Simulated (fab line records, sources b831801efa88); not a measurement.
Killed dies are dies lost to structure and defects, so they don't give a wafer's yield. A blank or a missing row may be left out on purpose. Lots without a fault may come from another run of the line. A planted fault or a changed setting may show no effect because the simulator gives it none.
Which tool did it? | flow gf180mcu | 12 lots, 36 wafers sampled, at 5 steps of a route of 602

WHAT THE GAUGES READ, wafer by wafer
GF_V5_BOW_MEAS_05.
lot  | measured     | on            | V5_BOW (um)
L500 | day 27 06:08 | film_metro-01 | 153 134 144
L501 | day 27 13:47 | film_metro-02 | 136 147 148
L502 | day 28 01:11 | film_metro-01 | 141 142 143
L503 | day 28 06:17 | film_metro-01 | 120 129 139
L504 | day 28 14:06 | film_metro-04 | 113 117 124
L512 | day 30 20:04 | film_metro-01 | 129 125 121
L514 | day 31 07:25 | film_metro-04 | 143 133 144
L516 | day 31 18:08 | film_metro-02 | 152 138 142
L518 | day 32 10:01 | film_metro-01 | 132 132 142
L517 | day 32 13:11 | film_metro-04 | 130 133 155
L519 | day 32 15:24 | film_metro-01 | 146 153 165
L520 | day 32 20:37 | film_metro-01 | 130 123 129

GF_PASSIVATION_THK_MEAS_03.
lot  | measured     | on            | PASSIVATION_CVD_02_THK (nm)
L500 | day 29 01:28 | film_metro-02 | 705 697 710
L501 | day 29 07:22 | film_metro-02 | 693 694 699
L502 | day 29 18:28 | film_metro-02 | 684 681 699
L503 | day 29 23:29 | film_metro-04 | 936 935 697
L504 | day 30 06:44 | film_metro-04 | 683 941 704
L512 | day 32 08:34 | film_metro-02 | 686 700 702
L514 | day 32 19:30 | film_metro-02 | 693 708 704
L516 | day 33 05:55 | film_metro-03 | 705 714 716
L518 | day 33 19:18 | film_metro-04 | 685 696 688
L517 | day 33 23:57 | film_metro-03 | 683 690 702
L519 | day 34 00:59 | film_metro-02 | 697 704 698
L520 | day 34 07:04 | film_metro-04 | 696 690 684

WHICH TOOL RAN EACH LOT (tool, then ch and the chambers of the sampled wafers, then the start)
lot  | GF_V5_CVD_23                  | GF_TOP_METAL_SPUTTER_03      | GF_PASSIVATION_CVD_02
L500 | cvd_w-02 ch 0,1, day 28 03:44 | pvd_sputter-04, day 28 04:30 | pecvd-01 ch 1,2, day 29 01:11
L501 | cvd_w-02 ch 0,1, day 28 10:14 | pvd_sputter-03, day 28 11:01 | pecvd-03 ch 1,2, day 29 07:04
L502 | cvd_w-02 ch 0,1, day 28 21:32 | pvd_sputter-01, day 28 22:17 | pecvd-03 ch 0,2, day 29 18:11
L503 | cvd_w-01 ch 0,1, day 29 02:24 | pvd_sputter-01, day 29 03:10 | pecvd-01 ch 0,1,2, day 29 23:11
L504 | cvd_w-01 ch 0,1, day 29 10:14 | pvd_sputter-04, day 29 11:01 | pecvd-01 ch 0,2, day 30 06:27
L512 | cvd_w-01 ch 0,1, day 31 14:29 | pvd_sputter-03, day 31 15:16 | pecvd-02 ch 0,2, day 32 08:16
L514 | cvd_w-02 ch 0,1, day 32 01:09 | pvd_sputter-04, day 32 02:08 | pecvd-03 ch 1,2, day 32 19:13
L516 | cvd_w-01 ch 0,1, day 32 11:56 | pvd_sputter-01, day 32 12:40 | pecvd-03 ch 0,2, day 33 05:37
L518 | cvd_w-01 ch 0,1, day 33 02:36 | pvd_sputter-03, day 33 03:22 | pecvd-01 ch 0,1,2, day 33 19:01
L517 | cvd_w-01 ch 0,1, day 33 06:35 | pvd_sputter-04, day 33 07:22 | pecvd-01 ch 0,1,2, day 33 23:40
L519 | cvd_w-02 ch 0,1, day 33 08:08 | pvd_sputter-03, day 33 08:55 | pecvd-01 ch 0,1, day 34 00:42
L520 | cvd_w-01 ch 0,1, day 33 13:35 | pvd_sputter-03, day 33 14:21 | pecvd-01 ch 1,2, day 34 06:45
- GF_V5_CVD_23: deposits W, target thk 350 nm, time 104.9 s.
- GF_TOP_METAL_SPUTTER_03: material Ti, target thk 5 nm, time 3.3 s.
- GF_PASSIVATION_CVD_02: deposits Si3N4, target thk 700 nm, time 486.18 s.

WHAT THE TOOLS THEMSELVES READ (means of the sampled wafers that have a number; where no wafer has one, the mark that the record gives instead)
GF_V5_CVD_23.
lot  | tool     | heater_power_w (W)
L500 | cvd_w-02 | 822
L501 | cvd_w-02 | 844
L502 | cvd_w-02 | 851
L503 | cvd_w-01 | 924
L504 | cvd_w-01 | 939
L512 | cvd_w-01 | 982
L514 | cvd_w-02 | 819
L516 | cvd_w-01 | 920
L518 | cvd_w-01 | 935
L517 | cvd_w-01 | 935
L519 | cvd_w-02 | 838
L520 | cvd_w-01 | 979

GF_TOP_METAL_SPUTTER_03.
lot  | tool           | throttle_valve_pct (%)
L500 | pvd_sputter-04 | 30.3
L501 | pvd_sputter-03 | 30.1
L502 | pvd_sputter-01 | 28.4
L503 | pvd_sputter-01 | 29.3
L504 | pvd_sputter-04 | 28.7
L512 | pvd_sputter-03 | 29.5
L514 | pvd_sputter-04 | 30.3
L516 | pvd_sputter-01 | 29.7
L518 | pvd_sputter-03 | 29.3
L517 | pvd_sputter-04 | 28.9
L519 | pvd_sputter-03 | 29.6
L520 | pvd_sputter-03 | 29.4

GF_PASSIVATION_CVD_02.
lot  | tool     | heater_power_w (W)
L500 | pecvd-01 | 873
L501 | pecvd-03 | 721
L502 | pecvd-03 | 671
L503 | pecvd-01 | 880
L504 | pecvd-01 | 886
L512 | pecvd-02 | 566
L514 | pecvd-03 | 646
L516 | pecvd-03 | 675
L518 | pecvd-01 | 802
L517 | pecvd-01 | 903
L519 | pecvd-01 | 872
L520 | pecvd-01 | 823

THE ANSWER, worked out from the rows above alone
Rule: what is usual is taken from the lots themselves. Put in order of their means at a reading, lots are off if they are a third of the lots or fewer, leave a main group of 4 or more, and stand apart from it by a gap of 3 or more times the standard deviation of the main group's means; of several such gaps the widest counts. A main group whose means are all the same, to the digits that the tables above print for the reading, isn't used. A lot without any number at a reading at which 4 lots or more have one is off too. The other lots that the step has rows for count as sound. The gauges are gone through in route order, then the tools' own readings, and for those a lot's mean is taken as printed above. The first step at which some lot is off is used, and at that step the reading that is off furthest; a lot without a number counts as furthest.
Off: L503, L504, at GF_PASSIVATION_THK_MEAS_03 (PASSIVATION_CVD_02_THK). The main group: mean 697 nm, standard deviation 7.1.
A tool fits if, at a process step before that reading, it ran every lot that is off, and no sound lot after the first of them. The gauges at GF_PASSIVATION_THK_MEAS_03 are tried like those tools. None of those tried fits.

WHAT THE SIMULATOR HAD PUT IN
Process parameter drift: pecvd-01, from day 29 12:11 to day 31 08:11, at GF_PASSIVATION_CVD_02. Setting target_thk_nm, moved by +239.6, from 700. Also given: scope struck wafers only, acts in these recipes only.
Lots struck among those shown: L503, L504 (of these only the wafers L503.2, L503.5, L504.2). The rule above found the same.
